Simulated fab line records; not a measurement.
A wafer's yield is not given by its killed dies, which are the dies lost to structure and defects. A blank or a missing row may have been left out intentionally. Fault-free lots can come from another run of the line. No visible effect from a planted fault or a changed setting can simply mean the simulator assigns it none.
The same fault as seen by 2 desks | flow sfqLine | only its own numbers are on each desk; what lay behind them is given at the end

== THE METROLOGY DESK ==
What the gauges read for every lot (on any tool): the sampled wafers with a number, averaged. The brackets show how far a lot's mean lies from the usual mean; more than 4 standard deviations puts the lot out of limits, marked OUT.
Columns: A = I3_BOW at SFQ_I3_BOW_MEAS_922, usual 2 um; B = JJ_NB_RS at SFQ_JJ_RS_MEAS_929, usual 1.051 ohm/sq; C = I5_OVL at SFQ_I5_OVL_MEAS_936, usual 1 nm
lot  | first seen here | A   | B               | C
L347 | day 43 21:49    | -5  | 1.039           | -1
L349 | day 44 22:08    | 3   | 1.054           | 5
L350 | day 45 05:50    | 2   | 1.042           | 2
L352 | day 46 01:38    | 3   | 1.057           | 0
L355 | day 47 02:43    | -2  | 1.857 (+89) OUT | -10
L359 | day 48 08:04    | -7  | 1.903 (+94) OUT | 8
L362 | day 54 11:00    | -6  | 1.038           | -1
L361 | day 54 17:15    | -13 | 1.044           | 3
L363 | day 55 11:44    | 6   | 1.065           | -2
L365 | day 56 09:04    | 18  | 1.054           | -4
L366 | day 56 22:03    | -4  | 1.051           | 3
L367 | day 57 06:37    | 10  | 1.051           | 6
L369 | day 57 22:32    | -8  | 1.058           | 0
L370 | day 58 07:30    | -3  | 1.043           | 2
This desk's finding: out of limits on L355, L359; first on L355, day 59 11:40 (JJ_NB_RS at SFQ_JJ_RS_MEAS_929). L347, L349, L350, L352, L362, L361, L363, L365, L366, L367, L369, L370 stayed within limits.

== DESK OF THE TOOL OWNER: pvdSputter-05 ==
The tool's own readings at SFQ_TRILAYER_JJ_TRILAYER_DEP_SPUTTER_112 (material Nb, target thk 170 nm, time 113.3 s): means of the sampled wafers that have a number, for each lot that ran on this tool. The brackets show how far a lot's mean lies from the usual mean; more than 4 standard deviations puts the lot out of limits, marked OUT.
Columns: A = substrateTempC at SFQ_TRILAYER_JJ_TRILAYER_DEP_SPUTTER_112, usual 20.01 C; B = throttleValvePct at SFQ_TRILAYER_JJ_TRILAYER_DEP_SPUTTER_112, usual 29.8 %
lot  | first seen here | A     | B
L347 | day 50 03:12    | 19.98 | 29.0
L350 | day 51 22:13    | 19.91 | 30.4
L355 | day 59 11:32    | 20.06 | 29.9
L359 | day 60 09:17    | 19.98 | 29.7
L362 | day 66 01:38    | 20.07 | 29.3
L363 | day 66 17:13    | 20.05 | 29.2
L367 | day 69 00:31    | 20.06 | 30.8
L369 | day 69 17:55    | 20.04 | 30.8
Result from this desk: across the 8 lots, nothing is out of limits.

== TAKEN TOGETHER ==
At day 59 11:40 the metrology desk could have sounded an alarm, on L355, L359.
The desk of the tool owner found nothing out of limits.
On record at the tool owner's desk: L355, L359, within its limits.
Of the lots named, all ran SFQ_TRILAYER_JJ_TRILAYER_DEP_SPUTTER_112 on pvdSputter-05.

== WHAT THE SIMULATOR PUT IN ==
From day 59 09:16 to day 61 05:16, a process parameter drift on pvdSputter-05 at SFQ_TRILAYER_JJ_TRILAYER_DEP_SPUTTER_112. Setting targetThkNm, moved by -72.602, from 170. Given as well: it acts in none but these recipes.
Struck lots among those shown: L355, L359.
Time in hours between the start of the fault and the first out-of-limits reading at each desk: metrology desk, 2.
